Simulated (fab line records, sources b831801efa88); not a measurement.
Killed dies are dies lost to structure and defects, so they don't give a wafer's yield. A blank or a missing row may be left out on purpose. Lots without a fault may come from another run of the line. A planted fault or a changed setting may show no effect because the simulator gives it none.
fab line records | flow sky130
record lots=5 wafers=15 last_day=49
route steps=708 shown CONTACT@416 METAL1@434
lots that met no fault: from a run of the same line without faults
start_h: hours from the record's first day to the start of the lot's first wafer shown | wait_h: hours since the lot's step before | " the same as in the row above | L1.1+2: a row that stands for several wafers | - no value, or no start given | * or withheld: withheld | < > ~ a bound
route shown NAME@n: a module of which the file shows steps, and the number in the route of the first | usual: mean/standard deviation of fault-free wafers | same: alike in all rows | chamber/n: place in a boat | sites: the reading at each site | _std_site: their standard deviation | _edge_site: outer sites' mean less inner sites' | radius_mm: how far each site lies from the wafer's centre | mask NAME#n: copy n | behind: the tool/chamber that last shaped the wafer | hold: why the lot was held/for how many hours/how that ended | device: the transistor (n, p or np) that didn't switch | end of line: the same wafers' tests at the end of the route | a step without rows: its recipe alone | killed: dies lost to structure and defects at the first sort, not the wafer's yield | map: a wafer's dies, x killed, . not, _ none there
set.NAME: the setting as run; set.NAME@STEP: as run at that earlier step | model.NAME: the simulator's own value behind a step, which no gauge read
lots at some steps of the route; a table a step, a row a wafer
services: from which hour (start_h, from the record's first day; less than 0 if before it) a tool's chamber was out of use, for how many hours, and why
## steps
# step SKY_CONTACT_SOFTBAKE_10
# recipe temp_c=100 time_s=90 resist=KrF-thick
# columns lot.wafer tool chamber start_h wait_h
L077.1+2+5 litho_track-03 0 - -
L081.2+3+6 litho_track-03 0 - -
L087.3+4+5 litho_track-03 0 - -
L094.3+4+5 litho_track-02 0 - -
L095.1+4+5 litho_track-04 0 - -
# step SKY_CONTACT_EXPOSE_11
# recipe mask_id=CTM1 na=0.8 source_shape=annular sigma_inner=0.55 sigma_outer=0.85 target_cd_nm=170 dose_mj=38
# usual focus_offset_nm=0.1/0.51
# columns lot.wafer tool chamber start_h wait_h mask focus_offset_nm
L077.1 krf_scanner-02 0 - - CTM1#0 -0.5
L077.2 " 0 " " CTM1#0 -0.8
L077.5 " 0 " " CTM1#0 -0.1
L081.2 krf_scanner-01 0 - - CTM1#0 0.3
L081.3 " 0 " " CTM1#0 -0.3
L081.6 " 0 " " CTM1#0 0.3
L087.3 krf_scanner-02 0 - - CTM1#0 0.9
L087.4 " 0 " " CTM1#0 0.6
L087.5 " 0 " " CTM1#0 0.3
L094.3 krf_scanner-01 0 - - CTM1#0 0.1
L094.4 " 0 " " CTM1#0 0.6
L094.5 " 0 " " CTM1#0 -0.2
L095.1 krf_scanner-02 0 - - CTM1#0 0.3
L095.4 " 0 " " CTM1#0 0.2
L095.5 " 0 " " CTM1#0 0.8
# step SKY_CONTACT_PEB_12
# recipe peb_temp_c=withheld peb_time_s=withheld resist=KrF-thick
# columns lot.wafer tool chamber start_h wait_h
L077.1+2+5 litho_track-03 0 - -
L081.2+3+6 litho_track-03 0 - -
L087.3+4+5 litho_track-04 0 - -
L094.3+4+5 litho_track-02 0 - -
L095.1+4+5 litho_track-04 0 - -
# step SKY_CONTACT_DEVELOP_13
# recipe develop_time_s=60 resist=KrF-thick dev_temp_c=21
# usual developer_temp_C=21.02/0.093
# same develop_time_s=60
# columns lot.wafer tool chamber start_h wait_h developer_temp_C
L077.1 litho_track-03 0 - - 20.93
L077.2 " 0 " " 21.10
L077.5 " 0 " " 21.23
L081.2 litho_track-03 0 - - 21.10
L081.3 " 0 " " 21.08
L081.6 " 0 " " 21.08
L087.3 litho_track-04 0 - - 21.18
L087.4 " 0 " " 21.19
L087.5 " 0 " " 21.20
L094.3 litho_track-02 0 - - 21.09
L094.4 " 0 " " 20.94
L094.5 " 0 " " 20.98
L095.1 litho_track-04 0 - - 21.03
L095.4 " 0 " " 20.92
L095.5 " 0 " " 21.13
# step SKY_CONTACT_CD_MEAS_14
# recipe target_cd_nm=170
# usual cd_nm=170.0/1.6
# columns lot.wafer tool chamber start_h wait_h cd_nm
L077.1 cd_sem-01 - 758.53 - 169.7
L077.2 " - " " 170.0
L077.5 " - " " 169.2
L081.2 cd_sem-01 - 816.10 - 170.4
L081.3 " - " " 172.1
L081.6 " - " " 171.4
L087.3 cd_sem-01 - 834.02 - 170.2
L087.4 " - " " 171.5
L087.5 " - " " 172.1
L094.3 cd_sem-02 - 886.17 - 170.4
L094.4 " - " " 169.3
L094.5 " - " " 167.9
L095.1 cd_sem-02 - 887.83 - 170.3
L095.4 " - " " 170.2
L095.5 " - " " 170.9
# step SKY_CONTACT_OVL_MEAS_15
# usual CONTACT_OVL=-1/5.6
# columns lot.wafer tool chamber start_h wait_h CONTACT_OVL[nm]
L077.1 overlay-01 - 758.65 0.1 -1
L077.2 " - " " 5
L077.5 " - " " 3
L081.2 overlay-01 - 816.21 0.1 8
L081.3 " - " " -4
L081.6 " - " " -5
L087.3 overlay-01 - 834.12 0.1 1
L087.4 " - " " 0
L087.5 " - " " 10
L094.3 overlay-01 - 886.27 0.1 -13
L094.4 " - " " -3
L094.5 " - " " -7
L095.1 overlay-01 - 887.95 0.1 2
L095.4 " - " " 1
L095.5 " - " " -4
# step SKY_CONTACT_ETCH_16
# recipe chemistry=N2/H2 target=BARC ion_energy_ev=200 source_w=500 bias_w=100 pressure_mtorr=30 n2_flow_sccm=100 h2_flow_sccm=200 stop_on=SiO2 time_s=44.62 target_depth_a=600
# usual chamber_pressure_mTorr=30.001/0.028 drypump_motor_current_A=5.8/0.42 oes_product_au=0.869/0.0053 throttle_valve_pct=13.224/0.0099
# columns lot.wafer tool chamber start_h wait_h chamber_pressure_mTorr drypump_motor_current_A oes_product_au rf_hours_counter_h throttle_valve_pct
L077.1 rie_diel-02 0 758.69 0.0 30.012 5.8 0.878 24 13.228
L077.2 " 1 " " 30.013 6.0 0.880 20 13.226
L077.5 " 0 " " 29.992 5.9 0.877 - 13.213
L081.2 rie_diel-04 0 816.24 0.0 30.027 6.2 0.860 13 13.231
L081.3 " 1 " " 30.003 6.2 0.867 4 13.234
L081.6 " 0 " " 29.989 6.3 0.865 - 13.211
L087.3 rie_diel-02 0 834.14 0.0 29.993 5.8 0.863 26 13.232
L087.4 " 2 " " 30.061 5.5 0.859 11 13.232
L087.5 " 0 " " 30.006 5.8 0.860 - 13.226
L094.3 rie_diel-04 3 886.29 0.0 30.019 5.8 0.864 5 13.231
L094.4 " 1 " " 30.003 6.2 0.866 - 13.216
L094.5 " 3 " " 30.011 5.8 0.864 - 13.230
L095.1 rie_diel-02 0 887.99 0.0 29.982 5.8 0.873 28 13.221
L095.4 " 2 " " 30.035 5.5 0.872 13 13.227
L095.5 " 0 " " 30.027 5.8 0.874 - 13.245
# step SKY_CONTACT_ETCH_17
# recipe target=SiO2 chemistry=C4F8/O2/Ar stop_on=Si3N4 mask_material=KrF-thick source_w=1500 bias_w=1200 pressure_mtorr=40 c4f8_flow_sccm=withheld O2_flow_sccm=6 Ar_flow_sccm=300 time_s=withheld target_depth_a=3400
# usual chamber_pressure_mTorr=40.00/0.037 oes_product_au=0.892/0.0047
# columns lot.wafer tool chamber start_h wait_h chamber_pressure_mTorr oes_product_au
L077.1 rie_diel-02 0 758.73 0.0 40.09 0.895
L077.2 " 1 " " 40.04 0.886
L077.5 " 0 " " 40.09 0.888
L081.2 rie_diel-04 0 816.28 0.0 39.96 0.883
L081.3 " 1 " " 39.99 0.892
L081.6 " 0 " " 39.98 0.891
L087.3 rie_diel-02 0 834.18 0.0 39.97 0.898
L087.4 " 2 " " 39.95 0.886
L087.5 " 0 " " 39.99 0.901
L094.3 rie_diel-04 3 886.33 0.0 40.01 0.892
L094.4 " 1 " " 40.01 0.884
L094.5 " 3 " " 39.96 0.889
L095.1 rie_diel-02 0 888.03 0.0 40.03 0.883
L095.4 " 2 " " 40.02 0.892
L095.5 " 0 " " 40.00 0.892
# step SKY_CONTACT_ETCH_18
# recipe target=Si3N4 chemistry=CHF3/O2 stop_on=TiN source_w=600 bias_w=200 pressure_mtorr=40 chf3_flow_sccm=50 O2_flow_sccm=5 time_s=39 target_depth_a=750
# usual chamber_pressure_mTorr=40.00/0.041 drypump_motor_current_A=5.8/0.42 oes_product_au=0.854/0.0079 throttle_valve_pct=8.795/0.0093
# columns lot.wafer tool chamber start_h wait_h chamber_pressure_mTorr drypump_motor_current_A oes_product_au rf_hours_counter_h throttle_valve_pct
L077.1 rie_diel-02 0 - - 40.00 5.8 0.841 24 8.785
L077.2 " 1 " " 39.99 6.0 0.856 20 8.800
L077.5 " 0 " " 40.07 5.8 0.862 - 8.800
L081.2 rie_diel-04 0 - - 40.04 6.3 0.862 13 8.781
L081.3 " 1 " " 40.05 6.2 0.862 4 8.798
L081.6 " 0 " " 40.06 6.3 0.873 - 8.804
L087.3 rie_diel-02 0 - - 39.99 5.8 0.847 27 8.795
L087.4 " 2 " " 39.96 5.4 0.854 11 8.796
L087.5 " 0 " " 39.93 5.8 0.861 - 8.807
L094.3 rie_diel-04 3 - - 39.96 5.8 0.852 5 8.791
L094.4 " 1 " " 39.97 6.2 0.871 - 8.786
L094.5 " 3 " " 40.01 5.8 0.855 - 8.803
L095.1 rie_diel-02 0 - - 39.96 5.8 0.859 28 8.800
L095.4 " 2 " " 39.99 5.5 0.865 13 8.808
L095.5 " 0 " " 40.00 5.9 0.866 - 8.798
# step SKY_CONTACT_STRIP_19
# recipe chemistry=O2/N2 power_w=1400 pressure_mtorr=1500 platen_temp_c=withheld o2_flow_sccm=3000 n2_flow_sccm=300 overash_fraction=0.5
# usual chamber_pressure_mTorr=1500.0/1.3 drypump_motor_current_A=5.6/0.52 oes_product_au=0.380/0.0048 strip_time_to_endpoint_s=3.62/0.047
# columns lot.wafer tool chamber start_h wait_h chamber_pressure_mTorr drypump_motor_current_A oes_product_au rf_hours_counter_h strip_time_to_endpoint_s
L077.1 plasma_asher-03 0 758.82 - 1501.4 5.8 0.385 34 3.67
L077.2 " 1 " " 1499.2 5.5 0.379 34 3.62
L077.5 " 1 " " 1499.3 5.5 0.385 - 3.68
L081.2 plasma_asher-02 1 816.37 - 1501.2 5.9 0.380 100 3.67
L081.3 " 0 " " 1500.9 5.1 0.378 - 3.63
L081.6 " 1 " " 1498.6 5.9 0.384 - 3.68
L087.3 plasma_asher-02 1 834.31 - 1501.1 5.9 0.387 - 3.67
L087.4 " 0 " " 1497.8 5.1 0.383 - 3.57
L087.5 " 0 " " 1499.2 5.1 0.379 - 3.66
L094.3 plasma_asher-03 0 886.46 - 1501.2 5.8 0.383 - 3.66
L094.4 " 1 " " 1499.4 5.5 0.383 - 3.65
L094.5 " 0 " " 1498.8 5.8 0.384 - 3.66
L095.1 plasma_asher-04 1 888.12 - 1498.5 4.7 0.381 11 3.62
L095.4 " 0 " " 1500.2 6.7 0.383 - 3.58
L095.5 " 1 " " 1503.6 4.7 0.388 - 3.63
# step SKY_CONTACT_STRIP_20
# recipe chemistry=post_etch_residue_remover time_s=1200 temp_c=72.5
# columns lot.wafer tool chamber start_h wait_h
L077.1+2+5 wet_bench-02 2 758.92 0.1
L081.2+3+6 wet_bench-03 3 816.47 0.1
L087.3+4+5 wet_bench-03 1 834.37 0.0
L094.3+4+5 wet_bench-02 0 886.52 0.0
L095.1+4+5 wet_bench-03 2 888.22 0.1
# step SKY_CONTACT_CLEAN_21
# recipe chemistry=IPA time_s=180 temp_c=25
# columns lot.wafer tool chamber start_h wait_h
L077.1+2+5 wet_bench-03 1 759.29 0.0
L081.2+3+6 wet_bench-03 2 816.81 0.0
L087.3+4+5 wet_bench-01 2 834.75 0.0
L094.3+4+5 wet_bench-03 1 886.86 0.0
L095.1+4+5 wet_bench-01 2 889.04 0.0
# step SKY_CONTACT_CLEAN_22
# recipe chemistry=O3/DIW dry=n2_spin
# columns lot.wafer tool chamber start_h wait_h
L077.1+2+5 wet_bench-01 3 759.41 0.0
L081.2+3+6 wet_bench-03 1 816.87 0.0
L087.3+4+5 wet_bench-02 1 834.80 0.0
L094.3+4+5 wet_bench-02 0 886.98 0.0
L095.1+4+5 wet_bench-02 3 889.09 0.0
# step SKY_CONTACT_SPUTTER_23
# recipe material=TiN target_thk_nm=20 chamber_pressure_pa=5.23 power_w=4000 time_s=80
# usual throttle_valve_pct=30.1/1.4
# columns lot.wafer tool chamber start_h wait_h throttle_valve_pct
L077.1 pvd_sputter-01 - 759.51 0.0 27.5
L077.2 " - " " 28.8
L077.5 " - " " 27.5
L081.2 pvd_sputter-04 - 816.96 0.0 30.4
L081.3 " - " " 30.2
L081.6 " - " " 30.1
L087.3 pvd_sputter-03 - 834.90 0.0 31.6
L087.4 " - " " 30.6
L087.5 " - " " 30.9
L094.3 pvd_sputter-03 - 887.07 0.0 31.2
L094.4 " - " " 28.0
L094.5 " - " " 31.1
L095.1 pvd_sputter-04 - 889.19 0.0 31.8
L095.4 " - " " 30.1
L095.5 " - " " 30.2
# step SKY_CONTACT_CVD_24
# recipe material=W target_thk_nm=340 time_s=102.12 temp_c=400 pressure_torr=40
# usual heater_power_w=845/48
# columns lot.wafer tool chamber start_h wait_h heater_power_w
L077.1 cvd_w-02 0 759.57 0.0 820
L077.2 " 1 " " 828
L077.5 " 0 " " 831
L081.2 cvd_w-01 1 817.02 0.0 824
L081.3 " 1 " " 809
L081.6 " 0 " " 910
L087.3 cvd_w-01 0 834.99 0.1 926
L087.4 " 1 " " 804
L087.5 " 0 " " 926
L094.3 cvd_w-02 0 887.17 0.1 816
L094.4 " 1 " " 855
L094.5 " 0 " " 820
L095.1 cvd_w-01 0 889.25 0.0 925
L095.4 " 1 " " 789
L095.5 " 1 " " 815
# step SKY_CONTACT_RS_MEAS_25
# recipe thk_meas_gauge=four-point-probe reads=W_of_CONTACT_CVD_24+TiN_of_CONTACT_SPUTTER_23
# usual CONTACT_W_RS=0.338/0.0048
# columns lot.wafer tool chamber start_h wait_h CONTACT_W_RS[ohm/sq]
L077.1 film_metro-02 - 759.68 0.1 0.335
L077.2 " - " " 0.338
L077.5 " - " " 0.334
L081.2 film_metro-01 - 817.15 0.1 0.340
L081.3 " - " " 0.335
L081.6 " - " " 0.338
L087.3 film_metro-03 - 835.11 0.1 0.344
L087.4 " - " " 0.337
L087.5 " - " " 0.341
L094.3 film_metro-01 - 887.28 0.1 0.335
L094.4 " - " " 0.346
L094.5 " - " " 0.337
L095.1 film_metro-01 - 889.36 0.1 0.340
L095.4 " - " " 0.345
L095.5 " - " " 0.341
# step SKY_CONTACT_THK_MEAS_26
# recipe thk_meas_gauge=xrf reads=W_of_CONTACT_CVD_24
# usual CONTACT_W_THK=339/5
# columns lot.wafer tool chamber start_h wait_h CONTACT_W_THK[nm]
L077.1 film_metro-02 - 759.80 0.1 341
L077.2 " - " " 337
L077.5 " - " " 344
L081.2 film_metro-01 - 817.26 0.1 338
L081.3 " - " " 343
L081.6 " - " " 340
L087.3 film_metro-03 - 835.21 0.1 333
L087.4 " - " " 342
L087.5 " - " " 340
L094.3 film_metro-01 - 887.38 0.1 342
L094.4 " - " " 332
L094.5 " - " " 340
L095.1 film_metro-01 - 889.48 0.1 338
L095.4 " - " " 335
L095.5 " - " " 341
# step SKY_CONTACT_CMP_27
# recipe stop_on=SiO2 t_overpolish_s=15 down_force_psi=3.5 platen_rpm=60 target_thk_nm=0 pad_velocity_m_s=0.94248
# usual motor_current_A=10.9/0.99 overpolish_run_s=15.000/0.0086 slurry_filter_dp_kPa=13.50/0.14 slurry_flow_ml_min=150.0/0.49 time_to_endpoint_s=84/3.8
# columns lot.wafer tool chamber start_h wait_h motor_current_A overpolish_run_s slurry_filter_dp_kPa slurry_flow_ml_min time_to_endpoint_s
L077.1 cmp-02 2 759.91 0.1 11.9 15.002 13.70 149.4 88
L077.2 " 3 " " 10.8 15.008 13.43 150.5 80
L077.5 " 2 " " 11.8 15.005 13.73 149.7 88
L081.3 cmp-01 0 817.36 0.1 11.2 15.002 13.59 149.8 83
L081.2 " 2 " " 12.2 14.989 13.50 150.7 79
L081.6 " 3 " " 11.5 14.993 13.46 150.7 77
L087.3 cmp-02 3 835.25 0.0 10.5 15.002 13.47 150.5 83
L087.4 " 0 " " 11.2 14.986 13.41 149.4 88
L087.5 " 3 " " 10.5 15.003 13.54 150.2 80
L094.3 cmp-01 3 887.42 0.0 11.1 15.000 13.38 149.9 87
L094.4 " 1 " " 10.1 14.986 13.73 150.7 83
L094.5 " 0 " " 11.6 14.991 13.48 151.0 88
L095.1 cmp-01 2 889.54 0.1 11.5 14.994 13.50 149.3 85
L095.4 " 3 " " 11.8 15.005 13.48 150.2 80
L095.5 " 3 " " 10.7 14.986 13.46 150.3 84
# step SKY_METAL1_SPUTTER_00
# recipe material=Ti target_thk_nm=15 power_w=3000 time_s=10 chamber_pressure_pa=0.4
# usual throttle_valve_pct=29.9/1.5
# columns lot.wafer tool chamber start_h wait_h throttle_valve_pct
L077.1 pvd_sputter-01 - 760.16 0.2 29.3
L077.2 " - " " 32.1
L077.5 " - " " 29.6
L081.2 pvd_sputter-01 - 817.61 0.1 29.5
L081.3 " - " " 27.4
L081.6 " - " " 27.6
L087.3 pvd_sputter-01 - 835.55 0.2 28.6
L087.4 " - " " 29.3
L087.5 " - " " 28.7
L094.3 pvd_sputter-01 - 887.72 0.2 29.5
L094.4 " - " " 28.8
L094.5 " - " " 32.3
L095.1 pvd_sputter-03 - 889.84 0.2 27.8
L095.4 " - " " 31.6
L095.5 " - " " 30.2
# step SKY_METAL1_SPUTTER_01
# recipe material=TiN target_thk_nm=20 power_w=6500 time_s=16.7 chamber_pressure_pa=0.4
# usual throttle_valve_pct=29.9/1.5
# columns lot.wafer tool chamber start_h wait_h throttle_valve_pct
L077.1 pvd_sputter-01 - 760.18 0.0 29.5
L077.2 " - " " 32.0
L077.5 " - " " 29.1
L081.2 pvd_sputter-01 - 817.63 0.0 29.3
L081.3 " - " " 27.4
L081.6 " - " " 27.7
L087.3 pvd_sputter-01 - 835.57 0.0 28.7
L087.4 " - " " 29.2
L087.5 " - " " 28.8
L094.3 pvd_sputter-01 - 887.75 0.0 29.4
L094.4 " - " " 28.8
L094.5 " - " " 32.2
L095.1 pvd_sputter-03 - 889.86 0.0 27.9
L095.4 " - " " 31.9
L095.5 " - " " 30.5
# step SKY_METAL1_SPUTTER_02
# recipe material=AlCu target_thk_nm=250 power_w=10600 time_s=13.3 chamber_pressure_pa=0.4
# usual throttle_valve_pct=29.9/1.5
# columns lot.wafer tool chamber start_h wait_h throttle_valve_pct
L077.1 pvd_sputter-01 - 760.21 0.0 29.4
L077.2 " - " " 31.9
L077.5 " - " " 29.2
L081.2 pvd_sputter-01 - 817.66 0.0 29.0
L081.3 " - " " 27.5
L081.6 " - " " 27.7
L087.3 pvd_sputter-01 - 835.59 0.0 28.6
L087.4 " - " " 29.3
L087.5 " - " " 28.6
L094.3 pvd_sputter-01 - 887.77 0.0 29.4
L094.4 " - " " 28.6
L094.5 " - " " 32.1
L095.1 pvd_sputter-03 - 889.89 0.0 28.2
L095.4 " - " " 31.6
L095.5 " - " " 30.7
# step SKY_METAL1_SPUTTER_03
# recipe material=Ti target_thk_nm=5 power_w=3000 time_s=3.3 chamber_pressure_pa=0.4
# usual throttle_valve_pct=29.8/1.5
# columns lot.wafer tool chamber start_h wait_h throttle_valve_pct
L077.1 pvd_sputter-01 - 760.23 0.0 29.4
L077.2 " - " " 32.1
L077.5 " - " " 29.4
L081.2 pvd_sputter-01 - 817.68 0.0 29.2
L081.3 " - " " 27.4
L081.6 " - " " 27.6
L087.3 pvd_sputter-01 - 835.62 0.0 28.7
L087.4 " - " " 29.4
L087.5 " - " " 28.7
L094.3 pvd_sputter-01 - 887.80 0.0 29.4
L094.4 " - " " 28.8
L094.5 " - " " 32.2
L095.1 pvd_sputter-03 - 889.91 0.0 27.8
L095.4 " - " " 31.7
L095.5 " - " " 30.6
# step SKY_METAL1_SPUTTER_04
# recipe material=TiN target_thk_nm=70 power_w=6500 time_s=58.3 chamber_pressure_pa=0.4
# usual throttle_valve_pct=29.8/1.5
# columns lot.wafer tool chamber start_h wait_h throttle_valve_pct
L077.1 pvd_sputter-01 - 760.25 0.0 29.5
L077.2 " - " " 32.1
L077.5 " - " " 29.2
L081.2 pvd_sputter-01 - 817.70 0.0 29.5
L081.3 " - " " 27.3
L081.6 " - " " 27.7
L087.3 pvd_sputter-01 - 835.64 0.0 28.9
L087.4 " - " " 29.3
L087.5 " - " " 28.7
L094.3 pvd_sputter-01 - 887.81 0.0 29.4
L094.4 " - " " 28.5
L094.5 " - " " 32.1
L095.1 pvd_sputter-03 - 889.93 0.0 27.6
L095.4 " - " " 31.4
L095.5 " - " " 30.3
# step SKY_METAL1_RS_MEAS_05
# recipe thk_meas_gauge=four-point-probe reads=TiN_of_METAL1_SPUTTER_04+Ti_of_METAL1_SPUTTER_03+AlCu_of_METAL1_SPUTTER_02+TiN_of_METAL1_SPUTTER_01+Ti_of_METAL1_SPUTTER_00
# usual METAL1_ALCU_RS=0.1272/0.0015
# columns lot.wafer tool chamber start_h wait_h METAL1_ALCU_RS[ohm/sq]
L077.1 film_metro-02 - 760.30 0.0 0.1288
L077.2 " - " " 0.1262
L077.5 " - " " 0.1290
L081.2 film_metro-04 - 817.77 0.0 0.1278
L081.3 " - " " 0.1262
L081.6 " - " " 0.1273
L087.3 film_metro-02 - 835.73 0.1 0.1296
L087.4 " - " " 0.1282
L087.5 " - " " 0.1285
L094.3 film_metro-03 - 887.90 0.1 0.1280
L094.4 " - " " 0.1288
L094.5 " - " " 0.1261
L095.1 film_metro-03 - 889.98 0.0 0.1257
L095.4 " - " " 0.1275
L095.5 " - " " 0.1277
# step SKY_METAL1_THK_MEAS_06
# recipe thk_meas_gauge=xrf reads=AlCu_of_METAL1_SPUTTER_02
# usual METAL1_ALCU_THK=249/3.3
# columns lot.wafer tool chamber start_h wait_h METAL1_ALCU_THK[nm]
L077.1 film_metro-02 - 760.42 0.1 247
L077.2 " - " " 250
L077.5 " - " " 246
L081.2 film_metro-04 - 817.88 0.1 248
L081.3 " - " " 251
L081.6 " - " " 250
L087.3 film_metro-02 - 835.83 0.1 245
L087.4 " - " " 246
L087.5 " - " " 246
L094.3 film_metro-03 - 888.00 0.1 246
L094.4 " - " " 243
L094.5 " - " " 250
L095.1 film_metro-03 - 890.10 0.1 249
L095.4 " - " " 249
L095.5 " - " " 245
# step SKY_METAL1_DEHYDRATE_07
# recipe temp_c=200 time_s=60
# columns lot.wafer tool chamber start_h wait_h
L077.1+2+5 litho_track-01 0 772.04 11.6
L081.2+3+6 litho_track-01 0 830.36 12.5
L087.3+4+5 litho_track-03 0 847.68 11.8
L094.3+4+5 litho_track-03 0 900.48 12.5
L095.1+4+5 litho_track-04 0 901.88 11.8
# step SKY_METAL1_HMDS_08
# recipe prime_time_s=60 prime_temp_c=120
# columns lot.wafer tool chamber start_h wait_h
L077.1+2+5 litho_track-01 0 772.19 0.1
L081.2+3+6 litho_track-01 0 830.51 0.1
L087.3+4+5 litho_track-03 0 847.83 0.1
L094.3+4+5 litho_track-03 0 900.63 0.1
L095.1+4+5 litho_track-04 0 902.03 0.1
# step SKY_METAL1_COAT_09
# recipe resist=BARC temp_c=withheld time_s=withheld spin_rpm=3000 resist_thk_nm=60
# columns lot.wafer tool chamber start_h wait_h
L077.1+2+5 litho_track-01 0 772.34 0.1
L081.2+3+6 litho_track-01 0 830.66 0.1
L087.3+4+5 litho_track-03 0 847.98 0.1
L094.3+4+5 litho_track-03 0 900.78 0.1
L095.1+4+5 litho_track-04 0 902.18 0.1
# step SKY_METAL1_COAT_10
# recipe resist=KrF-thick spin_rpm=3000 resist_thk_nm=450
# columns lot.wafer tool chamber start_h wait_h
L077.1+2+5 litho_track-01 0 - -
L081.2+3+6 litho_track-01 0 - -
L087.3+4+5 litho_track-03 0 - -
L094.3+4+5 litho_track-03 0 - -
L095.1+4+5 litho_track-04 0 - -
# step SKY_METAL1_SOFTBAKE_11
# recipe temp_c=100 time_s=90 resist=KrF-thick
# columns lot.wafer tool chamber start_h wait_h
L077.1+2+5 litho_track-01 0 - -
L081.2+3+6 litho_track-01 0 - -
L087.3+4+5 litho_track-03 0 - -
L094.3+4+5 litho_track-03 0 - -
L095.1+4+5 litho_track-04 0 - -
# step SKY_METAL1_EXPOSE_12
# recipe mask_id=MM1 na=0.8 source_shape=annular sigma_inner=0.55 sigma_outer=0.85 target_cd_nm=140 dose_mj=28
# usual focus_offset_nm=-0.1/0.52
# columns lot.wafer tool chamber start_h wait_h mask focus_offset_nm
L077.1 krf_scanner-01 0 - - MM1#0 -0.2
L077.2 " 0 " " MM1#0 -1.1
L077.5 " 0 " " MM1#0 -0.4
L081.2 krf_scanner-02 0 - - MM1#0 0.1
L081.3 " 0 " " MM1#0 0.0
L081.6 " 0 " " MM1#0 0.3
L087.3 krf_scanner-01 0 - - MM1#0 0.4
L087.4 " 0 " " MM1#0 0.3
L087.5 " 0 " " MM1#0 -0.5
L094.3 krf_scanner-02 0 - - MM1#0 0.5
L094.4 " 0 " " MM1#0 -0.6
L094.5 " 0 " " MM1#0 -0.4
L095.1 krf_scanner-02 0 - - MM1#0 0.0
L095.4 " 0 " " MM1#0 -0.4
L095.5 " 0 " " MM1#0 -0.6
# step SKY_METAL1_PEB_13
# recipe peb_temp_c=withheld peb_time_s=withheld resist=KrF-thick
# columns lot.wafer tool chamber start_h wait_h
L077.1+2+5 litho_track-04 0 - -
L081.2+3+6 litho_track-03 0 - -
L087.3+4+5 litho_track-01 0 - -
L094.3+4+5 litho_track-01 0 - -
L095.1+4+5 litho_track-01 0 - -
# step SKY_METAL1_DEVELOP_14
# recipe develop_time_s=60 resist=KrF-thick dev_temp_c=21
# usual developer_temp_C=21.02/0.1
# same develop_time_s=60
# columns lot.wafer tool chamber start_h wait_h developer_temp_C
L077.1 litho_track-04 0 - - 21.00
L077.2 " 0 " " 21.09
L077.5 " 0 " " 20.95
L081.2 litho_track-03 0 - - 21.17
L081.3 " 0 " " 21.04
L081.6 " 0 " " 21.09
L087.3 litho_track-01 0 - - 21.02
L087.4 " 0 " " 21.03
L087.5 " 0 " " 21.18
L094.3 litho_track-01 0 - - 21.06
L094.4 " 0 " " 21.18
L094.5 " 0 " " 21.15
L095.1 litho_track-01 0 - - 21.21
L095.4 " 0 " " 21.15
L095.5 " 0 " " 21.09
# step SKY_METAL1_CD_MEAS_15
# recipe target_cd_nm=140
# usual cd_nm=140.1/1.8
# columns lot.wafer tool chamber start_h wait_h cd_nm
L077.1 cd_sem-02 - 786.43 - 137.5
L077.2 " - " " 139.1
L077.5 " - " " 139.5
L081.2 cd_sem-01 - 844.15 - 141.2
L081.3 " - " " 142.4
L081.6 " - " " 142.2
L087.3 cd_sem-02 - 862.13 - 143.7
L087.4 " - " " 142.5
L087.5 " - " " 143.1
L094.3 cd_sem-02 - 913.23 - 139.5
L094.4 " - " " 140.8
L094.5 " - " " 140.7
L095.1 cd_sem-02 - 915.04 - 138.5
L095.4 " - " " 137.4
L095.5 " - " " 138.5
# step SKY_METAL1_OVL_MEAS_16
# usual METAL1_OVL=0/5.7
# columns lot.wafer tool chamber start_h wait_h METAL1_OVL[nm]
L077.1 overlay-02 - 786.55 0.1 8
L077.2 " - " " 5
L077.5 " - " " -2
L081.2 overlay-02 - 844.26 0.1 -2
L081.3 " - " " -2
L081.6 " - " " 0
L087.3 overlay-02 - 862.22 0.1 0
L087.4 " - " " 1
L087.5 " - " " 2
L094.3 overlay-01 - 913.32 0.1 -4
L094.4 " - " " 1
L094.5 " - " " -2
L095.1 overlay-01 - 915.16 0.1 -1
L095.4 " - " " -2
L095.5 " - " " -6
# step SKY_METAL1_DESCUM_17
# recipe chemistry=O2 source_power_w=150 bias_power_w=0 pressure_mtorr=10 temp_c=40 time_s=8
# usual chamber_pressure_mTorr=10.000/0.0086 drypump_motor_current_A=5.6/0.49 oes_product_au=1.006/0.017
# columns lot.wafer tool chamber start_h wait_h chamber_pressure_mTorr drypump_motor_current_A oes_product_au rf_hours_counter_h
L077.1 rie_metal-03 0 786.59 0.0 9.993 5.6 1.036 1
L077.2 " 1 " " 9.998 5.9 0.982 4
L077.5 " 1 " " 9.999 6.0 0.985 -
L081.2 rie_metal-03 0 844.29 0.0 9.996 5.6 1.025 3
L081.3 " 1 " " 10.012 5.9 0.979 -
L081.6 " 1 " " 9.990 5.9 0.984 -
L087.3 rie_metal-01 0 862.25 0.0 10.008 6.3 1.001 -
L087.4 " 1 " " 10.013 5.2 1.009 -
L087.5 " 0 " " 10.009 6.3 1.002 -
L094.3 rie_metal-04 1 913.35 0.0 10.016 5.9 1.016 -
L094.4 " 0 " " 10.013 4.7 0.998 -
L094.5 " 1 " " 10.000 5.9 1.019 -
L095.1 rie_metal-01 0 915.19 0.0 9.997 6.3 1.006 9
L095.4 " 0 " " 10.001 6.3 0.995 -
L095.5 " 0 " " 10.012 6.3 1.001 -
## services
# columns tool chamber start_h hours kind
rie_diel-04 - 728.32 2.8 pm
krf_scanner-01 - 732.91 1.3 pm
pvd_sputter-01 - 750.50 2.2 repair
krf_scanner-02 - 769.78 1.0 pm
rie_diel-04 0 771.70 7.5 repair
krf_scanner-01 - 777.28 1.0 pm
rie_diel-04 1 786.49 5.6 repair
rie_diel-02 3 786.52 13.1 repair
krf_scanner-02 - 788.98 5.8 repair
krf_scanner-01 - 809.06 0.5 repair
pvd_sputter-03 - 815.80 15.5 repair
krf_scanner-01 - 819.07 4.0 pm
rie_diel-02 - 834.57 1.9 repair
krf_scanner-02 - 837.22 0.7 repair
rie_diel-02 - 837.47 0.1 repair
krf_scanner-02 - 847.97 1.3 pm
krf_scanner-01 - 855.08 0.8 pm
rie_diel-04 2 877.71 12.4 repair
pvd_sputter-03 - 885.09 1.0 repair
krf_scanner-02 - 886.26 0.8 pm
rie_diel-04 1 890.95 10.7 repair
krf_scanner-01 - 895.31 2.0 repair
pvd_sputter-01 - 910.54 0.6 repair
wet_bench-02 - 910.87 1.0 repair
## key
fault none
